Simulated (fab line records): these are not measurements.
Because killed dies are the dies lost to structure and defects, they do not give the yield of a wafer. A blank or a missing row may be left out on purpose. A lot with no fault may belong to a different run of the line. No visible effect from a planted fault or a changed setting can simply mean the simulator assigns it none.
Which tool did it? || flow gf180mcu || Sampling: 13 lots, 38 wafers, 6 of 602 route steps

WHAT EACH GAUGE READ, for each wafer
GF_CONTACT_RS_MEAS_25: a four-point-probe measurement. Usual: CONTACT_W_RS gives 0.383 ohm/sq (standard deviation 0.0042).
{"lot": "L534", "measured": "day 16 01:23", "on": "film metro-03", "CONTACT_W_RS (ohm/sq)": "0.381 0.381", "flag": ""}
{"lot": "L535", "measured": "day 16 06:53", "on": "film metro-04", "CONTACT_W_RS (ohm/sq)": "0.380 0.392 0.385", "flag": ""}
{"lot": "L537", "measured": "day 16 20:54", "on": "film metro-04", "CONTACT_W_RS (ohm/sq)": "44.106 44.773 44.101", "flag": "OFF"}
{"lot": "L538", "measured": "day 17 10:25", "on": "film metro-01", "CONTACT_W_RS (ohm/sq)": "45.341 43.892 43.903", "flag": "OFF"}
{"lot": "L539", "measured": "day 17 17:10", "on": "film metro-01", "CONTACT_W_RS (ohm/sq)": "43.206 43.521 44.129", "flag": "OFF"}
{"lot": "L546", "measured": "day 20 16:23", "on": "film metro-01", "CONTACT_W_RS (ohm/sq)": "0.390 0.390 0.393", "flag": ""}
{"lot": "L547", "measured": "day 20 18:34", "on": "film metro-04", "CONTACT_W_RS (ohm/sq)": "0.386 0.390 0.388", "flag": ""}
{"lot": "L548", "measured": "day 21 05:21", "on": "film metro-01", "CONTACT_W_RS (ohm/sq)": "0.380 0.383 0.380", "flag": ""}
{"lot": "L550", "measured": "day 21 21:23", "on": "film metro-04", "CONTACT_W_RS (ohm/sq)": "0.383 0.386 0.386", "flag": ""}
{"lot": "L551", "measured": "day 22 04:52", "on": "film metro-01", "CONTACT_W_RS (ohm/sq)": "0.381 0.380 0.384", "flag": ""}
{"lot": "L552", "measured": "day 22 08:20", "on": "film metro-04", "CONTACT_W_RS (ohm/sq)": "0.388 0.385 0.383", "flag": ""}
{"lot": "L554", "measured": "day 23 08:08", "on": "film metro-03", "CONTACT_W_RS (ohm/sq)": "0.390 0.380 0.390", "flag": ""}
{"lot": "L557", "measured": "day 24 10:48", "on": "film metro-04", "CONTACT_W_RS (ohm/sq)": "0.383 0.379 0.377", "flag": ""}

GF_CONTACT_THK_MEAS_26: measures by xrf. Usual: CONTACT_W_THK gives 306 nm (standard deviation 5.4).
{"lot": "L534", "measured": "day 16 01:29", "on": "film metro-03", "CONTACT_W_THK (nm)": "315 313", "flag": ""}
{"lot": "L535", "measured": "day 16 06:59", "on": "film metro-04", "CONTACT_W_THK (nm)": "302 296 301", "flag": ""}
{"lot": "L537", "measured": "day 16 21:01", "on": "film metro-04", "CONTACT_W_THK (nm)": "<0 <0 <0", "flag": "OFF"}
{"lot": "L538", "measured": "day 17 10:32", "on": "film metro-01", "CONTACT_W_THK (nm)": "<0 <0 <0", "flag": "OFF"}
{"lot": "L539", "measured": "day 17 17:17", "on": "film metro-01", "CONTACT_W_THK (nm)": "<0 <0 <0", "flag": "OFF"}
{"lot": "L546", "measured": "day 20 16:29", "on": "film metro-01", "CONTACT_W_THK (nm)": "301 302 301", "flag": ""}
{"lot": "L547", "measured": "day 20 18:41", "on": "film metro-04", "CONTACT_W_THK (nm)": "301 299 299", "flag": ""}
{"lot": "L548", "measured": "day 21 05:27", "on": "film metro-01", "CONTACT_W_THK (nm)": "312 309 313", "flag": ""}
{"lot": "L550", "measured": "day 21 21:30", "on": "film metro-04", "CONTACT_W_THK (nm)": "303 303 302", "flag": ""}
{"lot": "L551", "measured": "day 22 04:57", "on": "film metro-01", "CONTACT_W_THK (nm)": "309 310 308", "flag": ""}
{"lot": "L552", "measured": "day 22 08:27", "on": "film metro-04", "CONTACT_W_THK (nm)": "296 300 302", "flag": ""}
{"lot": "L554", "measured": "day 23 08:14", "on": "film metro-03", "CONTACT_W_THK (nm)": "303 311 303", "flag": ""}
{"lot": "L557", "measured": "day 24 10:55", "on": "film metro-04", "CONTACT_W_THK (nm)": "302 305 307", "flag": ""}

GF_M1_OVL_MEAS_15. Usual: M1_OVL gives -3 nm (standard deviation 5.1).
{"lot": "L534", "measured": "day 17 00:14", "on": "overlay-02", "M1_OVL (nm)": "-3 -2", "flag": ""}
{"lot": "L535", "measured": "day 17 05:16", "on": "overlay-01", "M1_OVL (nm)": "2 -1 -3", "flag": ""}
{"lot": "L546", "measured": "day 21 17:03", "on": "overlay-01", "M1_OVL (nm)": "-5 3 -4", "flag": ""}
{"lot": "L547", "measured": "day 21 19:50", "on": "overlay-01", "M1_OVL (nm)": "-3 2 0", "flag": ""}
{"lot": "L548", "measured": "day 22 04:53", "on": "overlay-01", "M1_OVL (nm)": "-6 -16 -9", "flag": ""}
{"lot": "L550", "measured": "day 22 22:01", "on": "overlay-01", "M1_OVL (nm)": "-18 -8 -17", "flag": ""}
{"lot": "L551", "measured": "day 23 04:47", "on": "overlay-02", "M1_OVL (nm)": "2 -8 1", "flag": ""}
{"lot": "L552", "measured": "day 23 07:44", "on": "overlay-02", "M1_OVL (nm)": "-2 1 2", "flag": ""}
{"lot": "L554", "measured": "day 24 07:33", "on": "overlay-01", "M1_OVL (nm)": "-5 -8 -3", "flag": ""}
{"lot": "L557", "measured": "day 25 09:04", "on": "overlay-02", "M1_OVL (nm)": "-3 -2 -6", "flag": ""}

GF_V1_THK_MEAS_01. Usual: V1_CVD_00_THK gives 603 nm (standard deviation 6.2).
{"lot": "L534", "measured": "day 17 01:01", "on": "film metro-02", "V1_CVD_00_THK (nm)": "612 610", "flag": ""}
{"lot": "L535", "measured": "day 17 06:04", "on": "film metro-02", "V1_CVD_00_THK (nm)": "607 611 610", "flag": ""}
{"lot": "L546", "measured": "day 21 17:50", "on": "film metro-02", "V1_CVD_00_THK (nm)": "597 594 603", "flag": ""}
{"lot": "L547", "measured": "day 21 20:38", "on": "film metro-02", "V1_CVD_00_THK (nm)": "597 607 595", "flag": ""}
{"lot": "L548", "measured": "day 22 05:39", "on": "film metro-02", "V1_CVD_00_THK (nm)": "603 603 597", "flag": ""}
{"lot": "L550", "measured": "day 22 22:47", "on": "film metro-03", "V1_CVD_00_THK (nm)": "596 597 598", "flag": ""}
{"lot": "L551", "measured": "day 23 05:34", "on": "film metro-02", "V1_CVD_00_THK (nm)": "600 607 602", "flag": ""}
{"lot": "L552", "measured": "day 23 08:41", "on": "film metro-04", "V1_CVD_00_THK (nm)": "605 594 605", "flag": ""}
{"lot": "L554", "measured": "day 24 08:28", "on": "film metro-02", "V1_CVD_00_THK (nm)": "601 597 601", "flag": ""}
{"lot": "L557", "measured": "day 25 09:50", "on": "film metro-02", "V1_CVD_00_THK (nm)": "604 597 602", "flag": ""}

TOOL THAT RAN EACH LOT (tool first, then ch and the chambers of the sampled wafers, then the start)
{"lot": "L534", "GF_SALICIDE_RTA_06": "rtp anneal-02 ch 0, day 15 02:38", "GF_CONTACT_CVD_24": "cvd w-01 ch 0, day 16 01:16"}
{"lot": "L535", "GF_SALICIDE_RTA_06": "rtp anneal-01 ch 0, day 15 07:53", "GF_CONTACT_CVD_24": "cvd w-02 ch 0,1, day 16 06:47"}
{"lot": "L537", "GF_SALICIDE_RTA_06": "rtp anneal-01 ch 0, day 15 22:07", "GF_CONTACT_CVD_24": "cvd w-01 ch 0,1, day 16 20:48"}
{"lot": "L538", "GF_SALICIDE_RTA_06": "rtp anneal-01 ch 0, day 16 10:38", "GF_CONTACT_CVD_24": "cvd w-02 ch 0, day 17 10:18"}
{"lot": "L539", "GF_SALICIDE_RTA_06": "rtp anneal-02 ch 0, day 16 18:10", "GF_CONTACT_CVD_24": "cvd w-02 ch 0,1, day 17 17:03"}
{"lot": "L546", "GF_SALICIDE_RTA_06": "rtp anneal-01 ch 0, day 19 14:15", "GF_CONTACT_CVD_24": "cvd w-02 ch 0,1, day 20 16:17"}
{"lot": "L547", "GF_SALICIDE_RTA_06": "rtp anneal-01 ch 0, day 19 16:56", "GF_CONTACT_CVD_24": "cvd w-02 ch 0,1, day 20 18:27"}
{"lot": "L548", "GF_SALICIDE_RTA_06": "rtp anneal-02 ch 0, day 20 04:32", "GF_CONTACT_CVD_24": "cvd w-02 ch 0,1, day 21 05:15"}
{"lot": "L550", "GF_SALICIDE_RTA_06": "rtp anneal-01 ch 0, day 20 19:21", "GF_CONTACT_CVD_24": "cvd w-02 ch 0,1, day 21 21:16"}
{"lot": "L551", "GF_SALICIDE_RTA_06": "rtp anneal-01 ch 0, day 21 03:15", "GF_CONTACT_CVD_24": "cvd w-01 ch 0,1, day 22 04:44"}
{"lot": "L552", "GF_SALICIDE_RTA_06": "rtp anneal-01 ch 0, day 21 06:40", "GF_CONTACT_CVD_24": "cvd w-02 ch 0,1, day 22 08:13"}
{"lot": "L554", "GF_SALICIDE_RTA_06": "rtp anneal-02 ch 0, day 22 06:38", "GF_CONTACT_CVD_24": "cvd w-01 ch 0,1, day 23 08:02"}
{"lot": "L557", "GF_SALICIDE_RTA_06": "rtp anneal-02 ch 0, day 23 10:19", "GF_CONTACT_CVD_24": "cvd w-01 ch 0,1, day 24 10:42"}
- GF_SALICIDE_RTA_06: time 30 s.
- GF_CONTACT_CVD_24: deposits W, target thk 300 nm, time 90.339 s.

WHAT THE TOOLS THEMSELVES READ (means of the sampled wafers that have a number; where no wafer has one, the mark that the record gives instead)
GF_SALICIDE_RTA_06. Usual: lamp power pct 6.9 %, standard deviation 0.42; wafer_temp_C_max 532.7, standard deviation 0.84.
{"lot": "L534", "tool": "rtp anneal-02", "lamp power pct (%)": 6.3, "wafer_temp_C_max": 534.0, "flag": ""}
{"lot": "L535", "tool": "rtp anneal-01", "lamp power pct (%)": 7.2, "wafer_temp_C_max": 532.5, "flag": ""}
{"lot": "L537", "tool": "rtp anneal-01", "lamp power pct (%)": 7.2, "wafer_temp_C_max": 532.4, "flag": ""}
{"lot": "L538", "tool": "rtp anneal-01", "lamp power pct (%)": 7.2, "wafer_temp_C_max": 532.2, "flag": ""}
{"lot": "L539", "tool": "rtp anneal-02", "lamp power pct (%)": 6.3, "wafer_temp_C_max": 533.5, "flag": ""}
{"lot": "L546", "tool": "rtp anneal-01", "lamp power pct (%)": 7.2, "wafer_temp_C_max": 532.5, "flag": ""}
{"lot": "L547", "tool": "rtp anneal-01", "lamp power pct (%)": 7.2, "wafer_temp_C_max": 532.3, "flag": ""}
{"lot": "L548", "tool": "rtp anneal-02", "lamp power pct (%)": 6.3, "wafer_temp_C_max": 532.9, "flag": ""}
{"lot": "L550", "tool": "rtp anneal-01", "lamp power pct (%)": 7.2, "wafer_temp_C_max": 532.1, "flag": ""}
{"lot": "L551", "tool": "rtp anneal-01", "lamp power pct (%)": 7.2, "wafer_temp_C_max": 532.2, "flag": ""}
{"lot": "L552", "tool": "rtp anneal-01", "lamp power pct (%)": 7.2, "wafer_temp_C_max": 531.8, "flag": ""}
{"lot": "L554", "tool": "rtp anneal-02", "lamp power pct (%)": 6.4, "wafer_temp_C_max": 533.6, "flag": ""}
{"lot": "L557", "tool": "rtp anneal-02", "lamp power pct (%)": 6.3, "wafer_temp_C_max": 533.7, "flag": ""}

GF_CONTACT_CVD_24. Usual: chamber pressure Torr 40.00 Torr, standard deviation 0.074; heater power outer w 527 W, standard deviation 50; heater power w 832 W, standard deviation 67.
{"lot": "L534", "tool": "cvd w-01", "chamber pressure Torr (Torr)": 40.06, "heater power outer w (W)": 539, "heater power w (W)": 855, "flag": ""}
{"lot": "L535", "tool": "cvd w-02", "chamber pressure Torr (Torr)": 40.05, "heater power outer w (W)": 558, "heater power w (W)": 877, "flag": ""}
{"lot": "L537", "tool": "cvd w-01", "chamber pressure Torr (Torr)": "-", "heater power outer w (W)": "-", "heater power w (W)": "-", "flag": "OFF"}
{"lot": "L538", "tool": "cvd w-02", "chamber pressure Torr (Torr)": "-", "heater power outer w (W)": "-", "heater power w (W)": "-", "flag": "OFF"}
{"lot": "L539", "tool": "cvd w-02", "chamber pressure Torr (Torr)": "-", "heater power outer w (W)": "-", "heater power w (W)": "-", "flag": "OFF"}
{"lot": "L546", "tool": "cvd w-02", "chamber pressure Torr (Torr)": 40.09, "heater power outer w (W)": 574, "heater power w (W)": 880, "flag": ""}
{"lot": "L547", "tool": "cvd w-02", "chamber pressure Torr (Torr)": 40.05, "heater power outer w (W)": 567, "heater power w (W)": 878, "flag": ""}
{"lot": "L548", "tool": "cvd w-02", "chamber pressure Torr (Torr)": 40.00, "heater power outer w (W)": 563, "heater power w (W)": 900, "flag": ""}
{"lot": "L550", "tool": "cvd w-02", "chamber pressure Torr (Torr)": 39.95, "heater power outer w (W)": 567, "heater power w (W)": 887, "flag": ""}
{"lot": "L551", "tool": "cvd w-01", "chamber pressure Torr (Torr)": 39.98, "heater power outer w (W)": 472, "heater power w (W)": 749, "flag": ""}
{"lot": "L552", "tool": "cvd w-02", "chamber pressure Torr (Torr)": 40.06, "heater power outer w (W)": 567, "heater power w (W)": 882, "flag": ""}
{"lot": "L554", "tool": "cvd w-01", "chamber pressure Torr (Torr)": 40.08, "heater power outer w (W)": 508, "heater power w (W)": 813, "flag": ""}
{"lot": "L557", "tool": "cvd w-01", "chamber pressure Torr (Torr)": 39.96, "heater power outer w (W)": 477, "heater power w (W)": 765, "flag": ""}

THE ANSWER, worked out from the rows above alone
Rule: a lot is off if the mean of its wafers that have a number lies more than 3 standard deviations from the usual mean. Also off: a lot with no number at a reading for which 4 or more lots have one. All remaining lots with rows at the step are treated as sound. First the gauges in route order, then the tools' own readings, where a lot's mean is used as printed above. The first step at which some lot is off is used, and at that step the reading that is off furthest; a lot without a number counts as furthest.
Off: at GF_CONTACT_RS_MEAS_25 (CONTACT_W_RS), L537, L538, L539.
If a tool, at a process step before that reading, ran all the lots that are off and no sound lot after the first of them, it fits. Not tried: the gauges at GF_CONTACT_RS_MEAS_25; whatever is off there is also off at GF_CONTACT_CVD_24, on other tools, and gauge error can't account for it. Not one of the candidates tried fits.

WHAT THE SIMULATOR HAD PUT IN
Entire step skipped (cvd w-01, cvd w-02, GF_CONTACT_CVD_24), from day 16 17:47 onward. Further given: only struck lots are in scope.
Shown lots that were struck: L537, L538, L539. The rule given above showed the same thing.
